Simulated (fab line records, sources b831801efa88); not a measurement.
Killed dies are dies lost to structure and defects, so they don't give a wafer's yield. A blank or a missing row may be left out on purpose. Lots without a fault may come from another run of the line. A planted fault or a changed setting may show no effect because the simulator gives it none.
A struck lot beside a sound one | flow sky130 | 13 steps out of a route of 708
Sound: wafers L510.1, L510.2, L510.5. Struck: wafers L521.3, L521.5, L521.6. The cause comes at the end.
At each step with rows: each side's tool, then ch and its chambers, then its first start. Under that, the readings that differ: sound wafers | struck wafers | difference of the means | sigmas: that difference in standard deviations of wafers without a fault.
alike: readings whose means differ by less than 2 such deviations, and words and numbers that are the same on both sides. not compared: withheld readings, readings that some wafer has no value for, bounds like >300 that may hide the same value, and numbers for which the record gives no deviation and whose values overlap.
The two part at a step that has a row with sigmas, a row that says differs or no value, or rows on one side only. Numbers that don't overlap but have no deviation are shown without sigmas and don't part them. A reading that every wafer of one side lacks parts them only if that side has two wafers or more.

first, 2 steps without rows for these wafers: SKY_VIA4_PEB_09; SKY_VIA4_DEVELOP_10 (develop time 60 s).
SKY_VIA4_OVL_MEAS_11:
  sound on overlay-02, day 43 15:31; struck on overlay-01, day 46 10:17
  alike: VIA4_OVL
SKY_VIA4_ETCH_12: etches SiO2 in C4F8/O2/Ar, stops on TiN, target depth 580 nm.
  sound on rie_diel-01 ch 0,3, day 43 15:32; struck on rie_diel-01 ch 0,1,3, day 46 10:19
  alike: oes_product_au
SKY_VIA4_STRIP_13: strips in O2/N2.
  sound on plasma_asher-04 ch 0,1, day 43 15:37; struck on plasma_asher-04 ch 0,1, day 46 10:25
  alike: drypump_motor_current_A, oes_product_au, strip_time_to_endpoint_s
  not compared: rf_hours_counter_h
then, 3 steps without rows for these wafers: SKY_VIA4_STRIP_14 (strips in post etch residue remover, time 1200 s); SKY_VIA4_CLEAN_15 (cleans in IPA, time 180 s); SKY_VIA4_CLEAN_16 (cleans in O3/DIW).
SKY_VIA4_SPUTTER_17: material TiN, target thk 20 nm, time 80 s.
  sound on pvd_sputter-02, day 43 16:14; struck on pvd_sputter-04, day 46 10:59
  alike: cathode_dc_power_W, throttle_valve_pct
SKY_VIA4_CVD_18: deposits W, target thk 505 nm, time 152.14 s.
  sound on cvd_w-01 ch 0,1, day 43 16:18; struck on cvd_w-02 ch 0,1, day 46 11:05
  alike: heater_power_w
SKY_VIA4_RS_MEAS_19: measures by four-point-probe.
  sound on film_metro-01, day 43 16:27; struck on film_metro-01, day 46 11:14
  alike: VIA4_W_RS
SKY_VIA4_THK_MEAS_20: measures by xrf.
  sound on film_metro-01, day 43 16:34; struck on film_metro-01, day 46 11:20
  alike: VIA4_W_THK
SKY_VIA4_CMP_21: polishes, stops on SiO2, t overpolish 25 s, target thk 0 nm.
  sound on cmp-02 ch 0,3, day 43 16:41; struck on cmp-01 ch 2,3, day 46 11:40
  no value came back on the struck wafers for any of 5 readings (edge_zone_pressure_frac, head_pressure_psi (psi) and others); on the sound wafers edge_zone_pressure_frac reads 1.003 0.995 1.003
  reading                            | sound | struck            | difference | sigmas
  model.W_of_VIA4_CVD_18.thk_nm (nm) | 0 0 0 | 523.3 526.7 519.7 | +523.2     |
  not compared: model.SiO2_of_VIA4_HDPCVD_00.thk_nm

WHERE THEY PART
Only at SKY_VIA4_CMP_21, within this record.

WHY: what the simulator had put in
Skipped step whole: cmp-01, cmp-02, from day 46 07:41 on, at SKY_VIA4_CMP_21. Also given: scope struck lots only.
